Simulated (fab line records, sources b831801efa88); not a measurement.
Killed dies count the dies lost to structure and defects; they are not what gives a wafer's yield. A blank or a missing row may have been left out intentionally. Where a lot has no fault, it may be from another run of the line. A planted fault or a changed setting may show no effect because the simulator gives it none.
Which tool is to blame? || flow gf180mcu || 39 wafers from 13 lots sampled at 5 of the route's 602 steps

WHAT THE GAUGES READ, wafer by wafer
GF_NWELL_OVL_MEAS_07. Usual: NWELL_OVL -1.0 nm, standard deviation 1.8.
{"lot": "L314", "measured": "day 3 05:59", "on": "overlay-01", "NWELL_OVL (nm)": "-2.8 -2.0 -1.8", "flag": ""}
{"lot": "L315", "measured": "day 3 11:32", "on": "overlay-01", "NWELL_OVL (nm)": "-1.1 -2.8 -4.0", "flag": ""}
{"lot": "L318", "measured": "day 4 06:19", "on": "overlay-01", "NWELL_OVL (nm)": "-0.2 -0.5 -0.2", "flag": ""}
{"lot": "L322", "measured": "day 5 02:31", "on": "overlay-01", "NWELL_OVL (nm)": "-3.9 -2.4 0.0", "flag": ""}
{"lot": "L324", "measured": "day 5 14:01", "on": "overlay-01", "NWELL_OVL (nm)": "-1.3 -1.0 -2.3", "flag": ""}
{"lot": "L326", "measured": "day 6 06:40", "on": "overlay-01", "NWELL_OVL (nm)": "-5.2 -2.7 -3.8", "flag": ""}
{"lot": "L328", "measured": "day 6 12:19", "on": "overlay-02", "NWELL_OVL (nm)": "1.3 1.7 1.0", "flag": ""}
{"lot": "L329", "measured": "day 6 20:01", "on": "overlay-02", "NWELL_OVL (nm)": "-0.4 -1.1 -1.4", "flag": ""}
{"lot": "L331", "measured": "day 7 04:10", "on": "overlay-02", "NWELL_OVL (nm)": "0.7 0.7 0.5", "flag": ""}
{"lot": "L332", "measured": "day 7 10:17", "on": "overlay-02", "NWELL_OVL (nm)": "0.5 -1.8 -0.5", "flag": ""}
{"lot": "L333", "measured": "day 7 15:04", "on": "overlay-01", "NWELL_OVL (nm)": "-0.5 -1.5 -0.7", "flag": ""}
{"lot": "L334", "measured": "day 7 22:49", "on": "overlay-02", "NWELL_OVL (nm)": "-0.8 1.4 2.2", "flag": ""}
{"lot": "L337", "measured": "day 8 12:49", "on": "overlay-02", "NWELL_OVL (nm)": "0.9 3.1 -0.1", "flag": ""}

GF_VT_IMPLANT_OVL_MEAS_18. Usual: VT_IMPLANT_01_OVL -0.5 nm, standard deviation 1.3.
{"lot": "L314", "measured": "day 6 05:47", "on": "overlay-02", "VT_IMPLANT_01_OVL (nm)": "-1.4 -0.2 -0.3", "flag": ""}
{"lot": "L315", "measured": "day 6 12:01", "on": "overlay-01", "VT_IMPLANT_01_OVL (nm)": "0.8 0.3 1.2", "flag": ""}
{"lot": "L318", "measured": "day 7 08:01", "on": "overlay-02", "VT_IMPLANT_01_OVL (nm)": "0.4 -1.1 0.9", "flag": ""}
{"lot": "L322", "measured": "day 8 08:55", "on": "overlay-01", "VT_IMPLANT_01_OVL (nm)": "0.0 0.6 -0.7", "flag": ""}
{"lot": "L324", "measured": "day 8 22:19", "on": "overlay-01", "VT_IMPLANT_01_OVL (nm)": "0.6 -0.7 0.4", "flag": ""}
{"lot": "L326", "measured": "day 9 17:37", "on": "overlay-02", "VT_IMPLANT_01_OVL (nm)": "0.8 0.5 -1.7", "flag": ""}
{"lot": "L328", "measured": "day 9 21:55", "on": "overlay-01", "VT_IMPLANT_01_OVL (nm)": "-0.5 -0.1 -0.7", "flag": ""}
{"lot": "L329", "measured": "day 10 07:07", "on": "overlay-01", "VT_IMPLANT_01_OVL (nm)": "-0.1 0.6 -0.3", "flag": ""}
{"lot": "L331", "measured": "day 10 16:31", "on": "overlay-01", "VT_IMPLANT_01_OVL (nm)": "0.1 -0.2 -0.7", "flag": ""}
{"lot": "L332", "measured": "day 10 23:19", "on": "overlay-02", "VT_IMPLANT_01_OVL (nm)": "-2.4 -1.2 -1.2", "flag": ""}
{"lot": "L333", "measured": "day 11 06:25", "on": "overlay-01", "VT_IMPLANT_01_OVL (nm)": "-0.5 -0.3 -0.2", "flag": ""}
{"lot": "L334", "measured": "day 11 14:52", "on": "overlay-01", "VT_IMPLANT_01_OVL (nm)": "0.2 0.2 0.4", "flag": ""}
{"lot": "L337", "measured": "day 12 07:52", "on": "overlay-02", "VT_IMPLANT_01_OVL (nm)": "-0.5 -1.6 1.3", "flag": ""}

GF_HV_LDD_THK_MEAS_57. Usual: HV_LDD_CVD_56_THK 90.4 nm, standard deviation 0.78.
{"lot": "L314", "measured": "day 12 10:07", "on": "film-metro-01", "HV_LDD_CVD_56_THK (nm)": "89.9 90.3 90.0", "flag": ""}
{"lot": "L315", "measured": "day 12 17:23", "on": "film-metro-04", "HV_LDD_CVD_56_THK (nm)": "90.6 90.7 90.6", "flag": ""}
{"lot": "L318", "measured": "day 14 00:37", "on": "film-metro-04", "HV_LDD_CVD_56_THK (nm)": "89.7 90.5 90.2", "flag": ""}
{"lot": "L322", "measured": "day 15 07:26", "on": "film-metro-03", "HV_LDD_CVD_56_THK (nm)": "90.4 89.7 90.0", "flag": ""}
{"lot": "L324", "measured": "day 16 00:04", "on": "film-metro-01", "HV_LDD_CVD_56_THK (nm)": "89.7 89.0 88.9", "flag": ""}
{"lot": "L326", "measured": "day 16 22:26", "on": "film-metro-04", "HV_LDD_CVD_56_THK (nm)": "90.7 90.6 90.0", "flag": ""}
{"lot": "L331", "measured": "day 18 04:09", "on": "film-metro-01", "HV_LDD_CVD_56_THK (nm)": "90.8 90.3 90.5", "flag": ""}
{"lot": "L332", "measured": "day 18 13:38", "on": "film-metro-04", "HV_LDD_CVD_56_THK (nm)": "91.0 91.3 90.5", "flag": ""}
{"lot": "L333", "measured": "day 18 21:11", "on": "film-metro-03", "HV_LDD_CVD_56_THK (nm)": "89.4 90.0 89.8", "flag": ""}
{"lot": "L334", "measured": "day 19 10:24", "on": "film-metro-03", "HV_LDD_CVD_56_THK (nm)": "92.9 92.6 92.1", "flag": ""}
{"lot": "L337", "measured": "day 20 05:42", "on": "film-metro-03", "HV_LDD_CVD_56_THK (nm)": "89.8 90.1 90.1", "flag": ""}

WHICH TOOL RAN EACH LOT (tool, then ch and the chambers of the sampled wafers, then the start)
{"lot": "L314", "GF_POLY_GATE_ETCH_13": "rie-si-02 ch 0,1,3, day 9 04:46", "GF_POLY_GATE_STRIP_14": "plasma-asher-03 ch 0,1, day 9 04:52"}
{"lot": "L315", "GF_POLY_GATE_ETCH_13": "rie-si-02 ch 1,2, day 9 10:43", "GF_POLY_GATE_STRIP_14": "plasma-asher-01 ch 0,1, day 9 10:49"}
{"lot": "L318", "GF_POLY_GATE_ETCH_13": "rie-si-02 ch 0,1,3, day 10 11:04", "GF_POLY_GATE_STRIP_14": "plasma-asher-03 ch 0, day 10 11:07"}
{"lot": "L322", "GF_POLY_GATE_ETCH_13": "rie-si-01 ch 0,1, day 11 15:07", "GF_POLY_GATE_STRIP_14": "plasma-asher-01 ch 0, day 11 15:10"}
{"lot": "L324", "GF_POLY_GATE_ETCH_13": "rie-si-02 ch 0,1, day 12 06:31", "GF_POLY_GATE_STRIP_14": "plasma-asher-02 ch 0,1, day 12 06:37"}
{"lot": "L326", "GF_POLY_GATE_ETCH_13": "rie-si-02 ch 0,1,2, day 13 01:26", "GF_POLY_GATE_STRIP_14": "plasma-asher-02 ch 0,1, day 13 01:29"}
{"lot": "L328", "GF_POLY_GATE_ETCH_13": "rie-si-01 ch 2,3, day 13 07:59", "GF_POLY_GATE_STRIP_14": "plasma-asher-02 ch 0,1, day 13 08:02"}
{"lot": "L329", "GF_POLY_GATE_ETCH_13": "rie-si-02 ch 1,3, day 13 17:43", "GF_POLY_GATE_STRIP_14": "plasma-asher-03 ch 0,1, day 13 17:46"}
{"lot": "L331", "GF_POLY_GATE_ETCH_13": "rie-si-02 ch 0,3, day 14 05:04", "GF_POLY_GATE_STRIP_14": "plasma-asher-02 ch 0,1, day 14 05:07"}
{"lot": "L332", "GF_POLY_GATE_ETCH_13": "rie-si-01 ch 0,1,3, day 14 12:58", "GF_POLY_GATE_STRIP_14": "plasma-asher-02 ch 0,1, day 14 13:03"}
{"lot": "L333", "GF_POLY_GATE_ETCH_13": "rie-si-01 ch 0,2,3, day 14 21:13", "GF_POLY_GATE_STRIP_14": "plasma-asher-01 ch 0,1, day 14 21:16"}
{"lot": "L334", "GF_POLY_GATE_ETCH_13": "rie-si-02 ch 0,1,3, day 15 07:38", "GF_POLY_GATE_STRIP_14": "plasma-asher-02 ch 0,1, day 15 07:41"}
{"lot": "L337", "GF_POLY_GATE_ETCH_13": "rie-si-01 ch 1,2,3, day 16 02:10", "GF_POLY_GATE_STRIP_14": "plasma-asher-03 ch 0,1, day 16 02:13"}
- GF_POLY_GATE_ETCH_13: etches poly-Si in HBr/Cl2, stops on SiO2, target depth 198.5 nm, time 69.6 s.
- GF_POLY_GATE_STRIP_14: strips in O2/N2.

AS READ BY THE TOOLS THEMSELVES (means over the sampled wafers that have a number; for cases with no such wafer, the mark the record gives instead)
GF_POLY_GATE_ETCH_13. Usual: HBr_flow_sccm 150.0 sccm, standard deviation 0.43; bias-w 99.98 W, standard deviation 0.29; drypump-motor-current-A 5.5 A, standard deviation 0.48; mfc-cl2-sccm 49.97 sccm, standard deviation 0.16; oes-product-au 0.987 a.u., standard deviation 0.0074; throttle-valve-pct 33.684 %, standard deviation 0.0099.
{"lot": "L314", "tool": "rie-si-02", "HBr_flow_sccm (sccm)": 150.3, "bias-w (W)": 100.15, "drypump-motor-current-A (A)": 5.7, "mfc-cl2-sccm (sccm)": 50.03, "oes-product-au (a.u.)": 0.984, "throttle-valve-pct (%)": 33.680, "flag": ""}
{"lot": "L315", "tool": "rie-si-02", "HBr_flow_sccm (sccm)": 150.4, "bias-w (W)": 99.74, "drypump-motor-current-A (A)": 5.0, "mfc-cl2-sccm (sccm)": 49.83, "oes-product-au (a.u.)": 0.986, "throttle-valve-pct (%)": 33.688, "flag": ""}
{"lot": "L318", "tool": "rie-si-02", "HBr_flow_sccm (sccm)": 149.7, "bias-w (W)": 99.85, "drypump-motor-current-A (A)": 5.7, "mfc-cl2-sccm (sccm)": 49.94, "oes-product-au (a.u.)": 0.980, "throttle-valve-pct (%)": 33.686, "flag": ""}
{"lot": "L322", "tool": "rie-si-01", "HBr_flow_sccm (sccm)": 150.0, "bias-w (W)": 100.01, "drypump-motor-current-A (A)": 5.4, "mfc-cl2-sccm (sccm)": 49.97, "oes-product-au (a.u.)": 0.986, "throttle-valve-pct (%)": 33.681, "flag": ""}
{"lot": "L324", "tool": "rie-si-02", "HBr_flow_sccm (sccm)": 149.9, "bias-w (W)": 99.96, "drypump-motor-current-A (A)": 5.5, "mfc-cl2-sccm (sccm)": 49.83, "oes-product-au (a.u.)": 0.980, "throttle-valve-pct (%)": 33.683, "flag": ""}
{"lot": "L326", "tool": "rie-si-02", "HBr_flow_sccm (sccm)": 150.3, "bias-w (W)": 99.68, "drypump-motor-current-A (A)": 5.3, "mfc-cl2-sccm (sccm)": 49.93, "oes-product-au (a.u.)": 0.986, "throttle-valve-pct (%)": 33.686, "flag": ""}
{"lot": "L328", "tool": "rie-si-01", "HBr_flow_sccm (sccm)": "-", "bias-w (W)": "-", "drypump-motor-current-A (A)": "-", "mfc-cl2-sccm (sccm)": "-", "oes-product-au (a.u.)": "-", "throttle-valve-pct (%)": "-", "flag": "OFF"}
{"lot": "L329", "tool": "rie-si-02", "HBr_flow_sccm (sccm)": "-", "bias-w (W)": "-", "drypump-motor-current-A (A)": "-", "mfc-cl2-sccm (sccm)": "-", "oes-product-au (a.u.)": "-", "throttle-valve-pct (%)": "-", "flag": "OFF"}
{"lot": "L331", "tool": "rie-si-02", "HBr_flow_sccm (sccm)": 149.8, "bias-w (W)": 100.12, "drypump-motor-current-A (A)": 6.0, "mfc-cl2-sccm (sccm)": 49.97, "oes-product-au (a.u.)": 0.979, "throttle-valve-pct (%)": 33.672, "flag": ""}
{"lot": "L332", "tool": "rie-si-01", "HBr_flow_sccm (sccm)": 150.2, "bias-w (W)": 100.01, "drypump-motor-current-A (A)": 5.5, "mfc-cl2-sccm (sccm)": 49.97, "oes-product-au (a.u.)": 0.990, "throttle-valve-pct (%)": 33.683, "flag": ""}
{"lot": "L333", "tool": "rie-si-01", "HBr_flow_sccm (sccm)": 150.5, "bias-w (W)": 99.91, "drypump-motor-current-A (A)": 5.2, "mfc-cl2-sccm (sccm)": 50.01, "oes-product-au (a.u.)": 0.985, "throttle-valve-pct (%)": 33.681, "flag": ""}
{"lot": "L334", "tool": "rie-si-02", "HBr_flow_sccm (sccm)": 149.7, "bias-w (W)": 99.83, "drypump-motor-current-A (A)": 5.7, "mfc-cl2-sccm (sccm)": 49.96, "oes-product-au (a.u.)": 0.993, "throttle-valve-pct (%)": 33.687, "flag": ""}
{"lot": "L337", "tool": "rie-si-01", "HBr_flow_sccm (sccm)": 149.8, "bias-w (W)": 99.85, "drypump-motor-current-A (A)": 5.6, "mfc-cl2-sccm (sccm)": 49.95, "oes-product-au (a.u.)": 0.984, "throttle-valve-pct (%)": 33.683, "flag": ""}

GF_POLY_GATE_STRIP_14. Usual: drypump-motor-current-A 5.9 A, standard deviation 0.59; heater-power-w 349 W, standard deviation 32; oes-product-au 0.504 a.u., standard deviation 0.0049.
{"lot": "L314", "tool": "plasma-asher-03", "drypump-motor-current-A (A)": 6.0, "heater-power-w (W)": 344, "oes-product-au (a.u.)": 0.503, "flag": ""}
{"lot": "L315", "tool": "plasma-asher-01", "drypump-motor-current-A (A)": 5.5, "heater-power-w (W)": 345, "oes-product-au (a.u.)": 0.506, "flag": ""}
{"lot": "L318", "tool": "plasma-asher-03", "drypump-motor-current-A (A)": 5.7, "heater-power-w (W)": 337, "oes-product-au (a.u.)": 0.506, "flag": ""}
{"lot": "L322", "tool": "plasma-asher-01", "drypump-motor-current-A (A)": 5.6, "heater-power-w (W)": 427, "oes-product-au (a.u.)": 0.506, "flag": ""}
{"lot": "L324", "tool": "plasma-asher-02", "drypump-motor-current-A (A)": 5.7, "heater-power-w (W)": 345, "oes-product-au (a.u.)": 0.500, "flag": ""}
{"lot": "L326", "tool": "plasma-asher-02", "drypump-motor-current-A (A)": 6.2, "heater-power-w (W)": 341, "oes-product-au (a.u.)": 0.508, "flag": ""}
{"lot": "L328", "tool": "plasma-asher-02", "drypump-motor-current-A (A)": 5.7, "heater-power-w (W)": 345, "oes-product-au (a.u.)": 0.539, "flag": "OFF"}
{"lot": "L329", "tool": "plasma-asher-03", "drypump-motor-current-A (A)": 5.9, "heater-power-w (W)": 345, "oes-product-au (a.u.)": 0.543, "flag": "OFF"}
{"lot": "L331", "tool": "plasma-asher-02", "drypump-motor-current-A (A)": 5.7, "heater-power-w (W)": 345, "oes-product-au (a.u.)": 0.501, "flag": ""}
{"lot": "L332", "tool": "plasma-asher-02", "drypump-motor-current-A (A)": 6.2, "heater-power-w (W)": 341, "oes-product-au (a.u.)": 0.510, "flag": ""}
{"lot": "L333", "tool": "plasma-asher-01", "drypump-motor-current-A (A)": 5.5, "heater-power-w (W)": 348, "oes-product-au (a.u.)": 0.504, "flag": ""}
{"lot": "L334", "tool": "plasma-asher-02", "drypump-motor-current-A (A)": 5.7, "heater-power-w (W)": 345, "oes-product-au (a.u.)": 0.506, "flag": ""}
{"lot": "L337", "tool": "plasma-asher-03", "drypump-motor-current-A (A)": 5.9, "heater-power-w (W)": 345, "oes-product-au (a.u.)": 0.504, "flag": ""}

THE ANSWER, worked out from the rows above alone
Rule: a lot is off if the mean of its wafers that have a number lies more than 3 standard deviations from the usual mean. A lot without any number at a reading at which 4 lots or more have one is off too. All remaining lots with rows at the step are treated as sound. First the gauges in route order, then the tools' own readings, where a lot's mean is used as printed above. The first step at which some lot is off is used, and at that step the reading that is off furthest; a lot without a number counts as furthest.
Off: L328, L329, at GF_POLY_GATE_ETCH_13 (HBr_flow_sccm). Without a number there: L328, L329.
A tool fits if, at that step or a process step before it, it ran every lot that is off, and no sound lot after the first of them. Of those tried, none fits.

WHAT WAS PUT IN BY THE SIMULATOR
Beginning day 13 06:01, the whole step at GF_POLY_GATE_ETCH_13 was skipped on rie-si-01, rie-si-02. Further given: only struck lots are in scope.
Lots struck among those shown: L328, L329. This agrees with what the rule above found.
